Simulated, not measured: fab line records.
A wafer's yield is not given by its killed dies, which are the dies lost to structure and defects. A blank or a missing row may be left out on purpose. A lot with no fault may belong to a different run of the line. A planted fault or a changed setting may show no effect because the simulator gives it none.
Struck lot and sound lot, side by side || flow sky130 || 15 steps out of a route of 708
Sound: the wafers L136.2, L136.5, L136.6. Struck: wafers L135.2, L135.3, L135.5. The cause is named last.
Each step with rows lists, per side, the tool, then ch with its chambers, then its first start. Under that, the readings that differ: sound wafers || struck wafers || difference of the means || sigmas: that difference in standard deviations of wafers without a fault.
alike: readings whose means differ by less than 2 such deviations, and words and numbers that are the same on both sides. not compared: withheld readings, readings that some wafer has no value for, bounds like >300 that may hide the same value, and numbers for which the record gives no deviation and whose values overlap.
A row with sigmas, a row that says differs or no value, or rows on one side alone: a step with any of these is where the two part. Non-overlapping numbers with no deviation appear without sigmas and do not part them. A reading missing from all wafers of one side parts the sides only when that side holds two or more wafers.

first, 6 steps without rows for these wafers: SKY_VIA4_HMDS_05 (prime time 60 s); SKY_VIA4_COAT_06 (resist thk 1140 nm); SKY_VIA4_SOFTBAKE_07 (time 57.67 s); SKY_VIA4_EXPOSE_08 (exposes mask VIM4, target cd 800 nm); SKY_VIA4_PEB_09; SKY_VIA4_DEVELOP_10 (develop time 60 s).
SKY_VIA4_OVL_MEAS_11:
  sound on overlay-01 at day 47 12:20; struck on overlay-02 at day 47 14:37
  alike: VIA4_OVL
SKY_VIA4_ETCH_12: etches SiO2 in C4F8/O2/Ar, stops on TiN, target depth 580 nm.
  sound on rie_diel-02 ch 2,3, day 47 12:22; struck on rie_diel-01 ch 0,1,2, day 47 14:39
  alike: oes_product_au
SKY_VIA4_STRIP_13: strips in O2/N2.
  sound on plasma_asher-04 ch 0,1, day 47 12:27; struck on plasma_asher-02 ch 0,1, day 47 14:43
  alike: drypump_motor_current_A, o2_flow_sccm, oes_product_au, strip_time_to_endpoint_s
  not compared: rf_hours_counter_h
then, 3 steps without rows for these wafers: SKY_VIA4_STRIP_14 (strips in post etch residue remover, time 1200 s); SKY_VIA4_CLEAN_15 (cleans in IPA, time 180 s); SKY_VIA4_CLEAN_16 (cleans in O3/DIW).
SKY_VIA4_SPUTTER_17: material TiN, target thk 20 nm, time 80 s.
  sound on pvd_sputter-04 at day 47 13:06; struck on pvd_sputter-03 at day 47 15:23
  no value came back on the struck wafers for cathode_dc_power_W (W), chamber_pressure_pa (Pa), throttle_valve_pct (%); on the sound wafers cathode_dc_power_W (W) reads 3999.9 4000.5 4000.1
SKY_VIA4_CVD_18: deposits W, target thk 505 nm, time 152.14 s.
  sound on cvd_w-01 ch 0,1, day 47 13:10; struck on cvd_w-01 ch 0,1, day 47 15:29
  alike: heater_power_w
-- the record jumps here: 2 days lie between the struck wafers' starts before and after (it left off in module VIA4 and takes up again in module PAD_OPEN, whose first step shown is number 708 of the route) --
SKY_PAD_OPEN_PROBE_99:
  sound on prober-02 at day 50 00:41; struck on prober-01 at day 50 03:28
{"reading": "defect_limited_yield (%)", "sound": "83.9 80.7 83.5", "struck": "0 0 0", "difference": -83, "sigmas": -49}
{"reading": "killed_at_M4_up", "sound": "3 5 2", "struck": "408 395 410", "difference": "+401", "sigmas": "+99 or more"}
{"reading": "killed_dies", "sound": "79 95 81", "struck": "492 492 492", "difference": "+407", "sigmas": "+48"}
{"reading": "killed_on_rim", "sound": "14 22 21", "struck": "96 96 96", "difference": "+77", "sigmas": "+18"}
{"reading": "sort_bin_5_function (%)", "sound": "9.6 9.8 10.8", "struck": "91.9 92.9 93.1", "difference": "+82.6", "sigmas": "+55"}
{"reading": "sort_n_pass", "sound": "413 397 411", "struck": "0 0 0", "difference": -407, "sigmas": -48}
{"reading": "sort_yield_pct (%)", "sound": "83.9 80.7 83.5", "struck": "0 0 0", "difference": -83, "sigmas": -49}
  alike: killed_at_M0_to_M3, killed_at_contacts, killed_at_front_end, killed_at_other, killed_open, killed_short, sort_bin_3_pad_short, sort_bin_6_memory

WHERE THEY PART
Last at SKY_PAD_OPEN_PROBE_99 as far as this record goes, first at SKY_VIA4_SPUTTER_17.

WHY: what the simulator had put in
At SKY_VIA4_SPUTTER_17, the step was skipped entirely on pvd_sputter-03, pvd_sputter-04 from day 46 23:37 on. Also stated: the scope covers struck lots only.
